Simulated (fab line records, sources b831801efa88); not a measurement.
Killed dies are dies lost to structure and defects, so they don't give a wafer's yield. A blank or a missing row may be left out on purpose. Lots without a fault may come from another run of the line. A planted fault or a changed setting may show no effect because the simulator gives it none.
Chamber matching | flow sky130 | SKY_VIA2_ETCH_15 on rie_diel-03: 4 sister chambers
The step etches SiO2 in C4F8/O2/Ar, stops on TiN, target depth 546 nm, time 80.81 s. 8 wafers are shown with their chamber, then 10 later ones without.

WAFERS WITH THEIR CHAMBER
wafer  | chamber | oes_product_au (a.u.)
L086.1 | 1       | 0.967
L085.1 | 1       | 0.965
L085.2 | 0       | 0.965
L085.4 | 3       | 0.960
L087.4 | 3       | 0.954
L087.6 | 2       | 0.968
L089.2 | 2       | 0.963
L089.5 | 0       | 0.961

WAFERS WITHOUT THEIR CHAMBER
wafer  | oes_product_au (a.u.)
L089.6 | 0.960
L091.2 | 0.960
L091.3 | 0.971
L091.5 | 0.963
L095.1 | 0.960
L095.5 | 0.959
L095.6 | 0.962
L096.1 | 0.956
L096.2 | 0.965
L096.6 | 0.963

WHICH CHAMBER EACH WENT THROUGH
wafer  | from the rows above               | in truth
L089.6 | can't be placed: 0 or 3 or 2 or 1 | 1
L091.2 | can't be placed: 0 or 3 or 2 or 1 | 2
L091.3 | can't be placed: 1 or 2 or 0      | 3
L091.5 | can't be placed: 0 or 2 or 1 or 3 | 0
L095.1 | can't be placed: 0 or 3 or 2 or 1 | 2
L095.5 | can't be placed: 3 or 0 or 2 or 1 | 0
L095.6 | can't be placed: 0 or 2 or 1 or 3 | 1
L096.1 | can't be placed: 3 or 0           | 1
L096.2 | can't be placed: 2 or 1 or 0      | 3
L096.6 | can't be placed: 0 or 2 or 1 or 3 | 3
Placed correctly: 0 of 10. Can't be placed from these rows: 10 (the true chamber is among the candidates in 7). Placed wrongly: 0.
How it was worked out, from the rows above alone: a wafer's distance from a chamber is the root of the sum, over the readings, of the square of ((its reading less the chamber's mean) divided by the reading's scatter). The wafer belongs to the nearest chamber; if the next one is less than 2 further off, it can't be placed. A chamber's mean is the mean of its shown wafers. The scatter: the root of (the sum of the squares of (reading less its chamber's mean) over the shown wafers, divided by (wafers less chambers)).
